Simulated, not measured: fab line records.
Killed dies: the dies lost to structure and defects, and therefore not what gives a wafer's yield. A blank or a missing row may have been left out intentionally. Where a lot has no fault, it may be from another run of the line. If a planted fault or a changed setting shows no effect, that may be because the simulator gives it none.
The tool behind it: which one? :: flow sky130 :: Sampling: 11 lots, 32 wafers, 2 of 708 route steps

## WHAT THE GAUGES READ, wafer by wafer
SKY_VT_ADJUST_HVTP_OVL_MEAS_08.
lot: L504
measured: day 6 02:28
on: overlay-02
VT_ADJUST_HVTP_OVL (nm): -0.8 -2.9 -0.8

lot: L506
measured: day 6 18:25
on: overlay-02
VT_ADJUST_HVTP_OVL (nm): -0.9 0.0 -1.2

lot: L507
measured: day 6 23:55
on: overlay-02
VT_ADJUST_HVTP_OVL (nm): 2.8 3.1 3.7

lot: L508
measured: day 7 05:10
on: overlay-01
VT_ADJUST_HVTP_OVL (nm): -0.4 0.1 -1.4

lot: L509
measured: day 7 10:18
on: overlay-01
VT_ADJUST_HVTP_OVL (nm): -1.3 -0.6 -0.4

lot: L511
measured: day 7 22:49
on: overlay-01
VT_ADJUST_HVTP_OVL (nm): 1.2 -1.0 0.7

lot: L513
measured: day 8 07:22
on: overlay-01
VT_ADJUST_HVTP_OVL (nm): -2.9 -0.6 0.5

lot: L514
measured: day 8 15:34
on: overlay-01
VT_ADJUST_HVTP_OVL (nm): 1.4 0.0 1.2

lot: L515
measured: day 8 21:28
on: overlay-01
VT_ADJUST_HVTP_OVL (nm): -1.2 -1.0 0.2

lot: L522
measured: day 10 21:25
on: overlay-01
VT_ADJUST_HVTP_OVL (nm): -2.0 -2.7

lot: L526
measured: day 12 00:00
on: overlay-01
VT_ADJUST_HVTP_OVL (nm): -1.2 -0.9 1.0

SKY_VT_ADJUST_LVTN_OVL_MEAS_18.
lot: L504
measured: day 7 17:53
on: overlay-01
VT_ADJUST_LVTN_01_OVL (nm): 0.1 -0.4 -0.2

lot: L506
measured: day 8 10:33
on: overlay-01
VT_ADJUST_LVTN_01_OVL (nm): -0.3 1.6 0.1

lot: L507
measured: day 8 16:35
on: overlay-02
VT_ADJUST_LVTN_01_OVL (nm): -0.6 0.2 0.1

lot: L508
measured: day 8 21:44
on: overlay-01
VT_ADJUST_LVTN_01_OVL (nm): 1.1 0.3 1.4

lot: L509
measured: day 9 03:34
on: overlay-01
VT_ADJUST_LVTN_01_OVL (nm): 0.3 2.1 1.3

lot: L511
measured: day 9 16:35
on: overlay-02
VT_ADJUST_LVTN_01_OVL (nm): 0.3 0.4 -1.1

lot: L513
measured: day 10 02:38
on: overlay-02
VT_ADJUST_LVTN_01_OVL (nm): 0.5 -0.3 1.1

lot: L514
measured: day 10 10:02
on: overlay-02
VT_ADJUST_LVTN_01_OVL (nm): -1.1 -2.6 -0.8

lot: L515
measured: day 10 18:02
on: overlay-02
VT_ADJUST_LVTN_01_OVL (nm): -1.4 -2.0 -0.6

lot: L522
measured: day 12 19:47
on: overlay-02
VT_ADJUST_LVTN_01_OVL (nm): -1.0 -0.9

lot: L526
measured: day 13 22:05
on: overlay-02
VT_ADJUST_LVTN_01_OVL (nm): 0.3 1.1 0.2

## EACH LOT AND THE TOOL THAT RAN IT (in order: tool; ch and the chambers of the sampled wafers; start)
Before these readings, the record contains no process step.

## WHAT THE TOOLS THEMSELVES READ (means of the sampled wafers that have a number; where no wafer has one, the mark that the record gives instead)
The record holds no such reading with a usual standard deviation.

## THE ANSWER, worked out from the rows above alone
Rule: the lots themselves supply what counts as usual. Put in order of their means at a reading, lots are off if they are a third of the lots or fewer, leave a main group of 4 or more, and stand apart from it by a gap of 3 or more times the standard deviation of the main group's means; of several such gaps the widest counts. A main group is skipped when, at the precision printed for the reading in the tables above, its means are all equal. A lot without any number at a reading at which 4 lots or more have one is off too. All remaining lots with rows at the step are treated as sound. The gauges are gone through in route order, then the tools' own readings, and for those a lot's mean is taken as printed above. At the first step where some lot is off, the reading lying furthest off is the one used; lots without a number count as furthest.
No lot is off at any reading shown: from this, nothing can be told.

## WHAT THE SIMULATOR HAD INSERTED
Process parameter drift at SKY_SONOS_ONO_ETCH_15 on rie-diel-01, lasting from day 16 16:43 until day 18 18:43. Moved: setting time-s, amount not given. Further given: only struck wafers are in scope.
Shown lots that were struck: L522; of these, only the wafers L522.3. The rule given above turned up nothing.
